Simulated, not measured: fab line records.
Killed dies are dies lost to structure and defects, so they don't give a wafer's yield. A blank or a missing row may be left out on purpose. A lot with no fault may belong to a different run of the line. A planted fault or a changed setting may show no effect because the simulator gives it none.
What tool caused it? || flow gf180mcu || 33 wafers from 11 lots sampled at 3 of the route's 602 steps

== WHAT THE GAUGES READ, wafer by wafer ==
GF_TOP_METAL_RS_MEAS_05: a four-point-probe measurement.
{"lot": "L612", "measured": "day 27 02:36", "on": "film metro-01", "TOP_METAL_ALCU_RS (ohm/sq)": "0.0327 0.0328 0.0326"}
{"lot": "L613", "measured": "day 27 10:43", "on": "film metro-04", "TOP_METAL_ALCU_RS (ohm/sq)": "0.0329 0.0329 0.0332"}
{"lot": "L614", "measured": "day 27 17:49", "on": "film metro-02", "TOP_METAL_ALCU_RS (ohm/sq)": "0.0329 0.0335 0.0336"}
{"lot": "L616", "measured": "day 28 15:02", "on": "film metro-02", "TOP_METAL_ALCU_RS (ohm/sq)": "0.0333 0.0333 0.0333"}
{"lot": "L618", "measured": "day 29 11:20", "on": "film metro-04", "TOP_METAL_ALCU_RS (ohm/sq)": "0.0328 0.0327 0.0327"}
{"lot": "L619", "measured": "day 29 16:28", "on": "film metro-04", "TOP_METAL_ALCU_RS (ohm/sq)": "0.0328 0.0328 0.0327"}
{"lot": "L620", "measured": "day 30 09:24", "on": "film metro-01", "TOP_METAL_ALCU_RS (ohm/sq)": "0.0327 0.0331 0.0329"}
{"lot": "L621", "measured": "day 30 12:03", "on": "film metro-01", "TOP_METAL_ALCU_RS (ohm/sq)": "0.0327 0.0325 0.0323"}
{"lot": "L627", "measured": "day 31 20:04", "on": "film metro-02", "TOP_METAL_ALCU_RS (ohm/sq)": "0.0372 0.0370 0.0372"}
{"lot": "L629", "measured": "day 32 05:41", "on": "film metro-02", "TOP_METAL_ALCU_RS (ohm/sq)": "0.0371 0.0366 0.0370"}
{"lot": "L633", "measured": "day 33 15:14", "on": "film metro-02", "TOP_METAL_ALCU_RS (ohm/sq)": "0.0325 0.0325 0.0325"}

== WHAT TOOL EACH LOT RAN ON (gives the tool, then ch and the chambers of the sampled wafers, and finally the start) ==
{"lot": "L612", "GF_V5_CVD_02": "pecvd-04 ch 0,1,2, day 26 03:39", "GF_TOP_METAL_SPUTTER_02": "pvd sputter-03, day 27 02:31"}
{"lot": "L613", "GF_V5_CVD_02": "pecvd-02 ch 0,1,2, day 26 12:03", "GF_TOP_METAL_SPUTTER_02": "pvd sputter-01, day 27 10:35"}
{"lot": "L614", "GF_V5_CVD_02": "pecvd-01 ch 0,1,2, day 26 20:04", "GF_TOP_METAL_SPUTTER_02": "pvd sputter-04, day 27 17:41"}
{"lot": "L616", "GF_V5_CVD_02": "pecvd-01 ch 1,2, day 27 17:09", "GF_TOP_METAL_SPUTTER_02": "pvd sputter-04, day 28 14:53"}
{"lot": "L618", "GF_V5_CVD_02": "pecvd-02 ch 1,2, day 28 13:19", "GF_TOP_METAL_SPUTTER_02": "pvd sputter-01, day 29 11:14"}
{"lot": "L619", "GF_V5_CVD_02": "pecvd-02 ch 0,1, day 28 19:05", "GF_TOP_METAL_SPUTTER_02": "pvd sputter-03, day 29 16:20"}
{"lot": "L620", "GF_V5_CVD_02": "pecvd-04 ch 0,1, day 29 10:26", "GF_TOP_METAL_SPUTTER_02": "pvd sputter-01, day 30 09:17"}
{"lot": "L621", "GF_V5_CVD_02": "pecvd-04 ch 0,1,2, day 29 15:47", "GF_TOP_METAL_SPUTTER_02": "pvd sputter-01, day 30 11:56"}
{"lot": "L627", "GF_V5_CVD_02": "pecvd-04 ch 1,2, day 31 00:29", "GF_TOP_METAL_SPUTTER_02": "pvd sputter-04, day 31 19:59"}
{"lot": "L629", "GF_V5_CVD_02": "pecvd-04 ch 0,2, day 31 09:17", "GF_TOP_METAL_SPUTTER_02": "pvd sputter-04, day 32 05:34"}
{"lot": "L633", "GF_V5_CVD_02": "pecvd-01 ch 0,1, day 32 20:53", "GF_TOP_METAL_SPUTTER_02": "pvd sputter-01, day 33 15:08"}
- GF_V5_CVD_02: deposits SiO2 from TEOS, target thk 1450 nm, time 163.28 s.
- GF_TOP_METAL_SPUTTER_02: material AlCu, target thk 900 nm, time 47.82 s.

== THE ANSWER, worked out from the rows above alone ==
Rule: the lots themselves supply what counts as usual. The widest of any qualifying gaps counts: lots, ordered by their means at a reading, are off when they make up no more than a third of the lots, leave a main group of 4 or more, and stand apart from it by 3 or more times the standard deviation of that group's means. A main group is skipped when, at the precision printed for the reading in the tables above, its means are all equal. A lot without any number at a reading at which 4 lots or more have one is off too. Any other lot the step has rows for is counted as sound.
Off: L627, L629, seen at GF_TOP_METAL_RS_MEAS_05 (TOP_METAL_ALCU_RS). Mean 0.0329 ohm/sq and standard deviation 0.00029 in the main group.
If a tool, at a process step before that reading, ran all the lots that are off and no sound lot after the first of them, it fits. The gauges at GF_TOP_METAL_RS_MEAS_05 are tried like those tools. This does not decide it: 2 tools fit, namely pecvd-04 at GF_V5_CVD_02 and pvd sputter-04 at GF_TOP_METAL_SPUTTER_02.

== WHAT HAD BEEN PUT IN BY THE SIMULATOR ==
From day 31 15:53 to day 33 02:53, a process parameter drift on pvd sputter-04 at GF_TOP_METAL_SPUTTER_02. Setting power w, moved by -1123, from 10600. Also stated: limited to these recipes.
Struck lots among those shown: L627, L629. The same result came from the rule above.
